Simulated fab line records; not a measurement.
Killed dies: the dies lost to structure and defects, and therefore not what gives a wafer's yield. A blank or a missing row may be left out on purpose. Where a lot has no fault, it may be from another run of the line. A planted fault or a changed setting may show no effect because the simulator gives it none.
8D (eight disciplines) problem report, filled in by code    flow sky130    the parts of the form that need people (team, actions taken, sign-off) are left out

1. THE ISSUE
Mean SD_N_RS at SKY_SD_N_RS_MEAS_16: 64.15 ohm/sq over 6 wafers in 2 lots; fault-free wafers: 68.60 ohm/sq, standard deviation 0.11. That is -40 standard deviations from the usual mean.
The step: measures by four-point-probe.
Earliest sighting: wafer L167.2 on film metro-02 at day 30 18:34. Wafers with a number at this step in the record: 33, from 11 lots. The rule behind "out" and "out of limits": a value lying over 4 standard deviations away from the usual mean. The other wafers with a number count as sound.

2. WHAT IT IS, AND WHAT IT ISN'T
question                     is                      is not
which readings at this step  SD_N_RS                 -
which lots                   L167, L168              L159, L161, L162, L163, L178, L179, L180, L181, L182
which wafers of those lots   all that have a number  -
read on which gauges         film metro-02           film metro-01, film metro-04
when                         from day 30 18:34       up to then (12 sound wafers); but 15 sound wafers of L178, L179, L180, L181, L182 came after

3. WHAT RULES OUT EACH SUSPECT
Counting: any tool at a process step up to the reading is kept as a suspect provided that every lot that is out went through it and no sound lot did after the first of them.
- the gauge at SKY_SD_N_RS_MEAS_16 is ruled out. All the wafers that are out were read on film metro-02, but those of them that SKY_SD_N_RTA_14 has rows for are out there too, on other tools.
- plasma asher-01 at SKY_SD_P_STRIP_10 (strips in O2/N2): ruled out as a lasting fault. Following L167 (day 28 09:56), the first lot on it that is out, the sound lots L179, L181, L182 were run on it.
- rtp anneal-02 at SKY_SD_N_RTA_14 (time 2 s): ruled out as a lasting fault. Following L167 (day 30 18:23), the first lot on it that is out, the sound lots L178, L180, L182 were run on it.
Left after counting: nothing in the record.

4. THE CAUSE (what the simulator had put in)
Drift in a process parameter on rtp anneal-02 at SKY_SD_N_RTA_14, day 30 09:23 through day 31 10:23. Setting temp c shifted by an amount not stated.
Counting ruled it out, wrongly: the rule takes a fault to strike every lot that its tool runs from its start on, and this one did not.

5. THE CHAIN OF EFFECTS, in route order
Each row: a reading where the mean over the struck wafers with a number is more than 3 standard deviations away from the usual. Readings are gone through only where the record gives a usual standard deviation; hours: the median, over the lots, of the time from a lot's start at the first step in this table giving one to that lot's start at this step; sigmas: the change measured in usual standard deviations.
hours  step                 reading           usual         on struck wafers  change  sigmas
0      SKY_SD_N_RTA_14      lamp power pct    15.73 %       16.43             +0.70   +13
0      SKY_SD_N_RTA_14      wafer_temp_C_max  1078.1        1101.4            +23.3   +17
0      SKY_SD_N_RS_MEAS_16  SD_N_RS           68.60 ohm/sq  64.15             -4.45   -40
0      SKY_SD_N_RS_MEAS_17  SD_P_RS           147.1 ohm/sq  126.4             -20.7   -56
Its process steps:
- SKY_SD_N_RTA_14: time 2 s.

6. HOW IT WOULD HAVE BEEN CAUGHT EARLIER
The first out-of-limits reading at a measuring or inspecting step in this record came at day 30 18:34, 9 hours after the fault's start at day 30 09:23.
The tool's own readings at SKY_SD_N_RTA_14 were out on every struck wafer that the step has a row for (lamp power pct, wafer_temp_C_max): an alarm limit on them would have fired on the first of those.
